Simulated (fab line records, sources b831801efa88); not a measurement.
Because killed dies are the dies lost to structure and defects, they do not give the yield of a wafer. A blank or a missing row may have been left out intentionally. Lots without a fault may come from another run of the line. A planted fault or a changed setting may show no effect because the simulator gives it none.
Chamber matching + flow sfq_line + SFQ_TRILAYER_I2_CMP_CMP_064 on cmp-01: 4 sister chambers
The step polishes SiO2. 4 wafers are shown with their chamber, then 7 later ones without.

== WAFERS PAIRED WITH THEIR CHAMBERS ==
| wafer  | chamber | motor_current_A (A) |
|--------|---------|---------------------|
| L373.3 | 0       | 9.2                 |
| L373.5 | 3       | 10.2                |
| L374.3 | 1       | 9.3                 |
| L374.4 | 2       | 8.8                 |

== WAFERS WITHOUT THEIR CHAMBER ==
| wafer  | motor_current_A (A) |
|--------|---------------------|
| L374.6 | 8.8                 |
| L379.2 | 10.3                |
| L379.5 | 9.5                 |
| L379.6 | 10.9                |
| L380.3 | 9.2                 |
| L380.4 | 9.0                 |
| L380.6 | 9.2                 |

== EACH ONE'S CHAMBER ==
| wafer  | from the rows above               | in truth |
|--------|-----------------------------------|----------|
| L374.6 | can't be placed: 2 or 0 or 1      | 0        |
| L379.2 | 3                                 | 3        |
| L379.5 | can't be placed: 1 or 0 or 2 or 3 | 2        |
| L379.6 | 3                                 | 3        |
| L380.3 | can't be placed: 0 or 1 or 2      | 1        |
| L380.4 | can't be placed: 0 or 2 or 1      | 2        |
| L380.6 | can't be placed: 0 or 1 or 2      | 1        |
Correct placement for 2 of the 7. These rows do not allow placing 5 (true chamber among the candidates in 5). Placed wrongly: 0.
How it was worked out, from the rows above alone: a wafer's distance from a chamber is the root of the sum, over the readings, of the square of ((its reading less the chamber's mean) divided by the reading's scatter). The wafer belongs to the nearest chamber; if the next one is less than 2 further off, it can't be placed. Each chamber's mean is taken over the wafers shown for it. The scatter: root of mean squared gap, hidden wafer to nearest shown wafer, with one shown wafer a chamber.
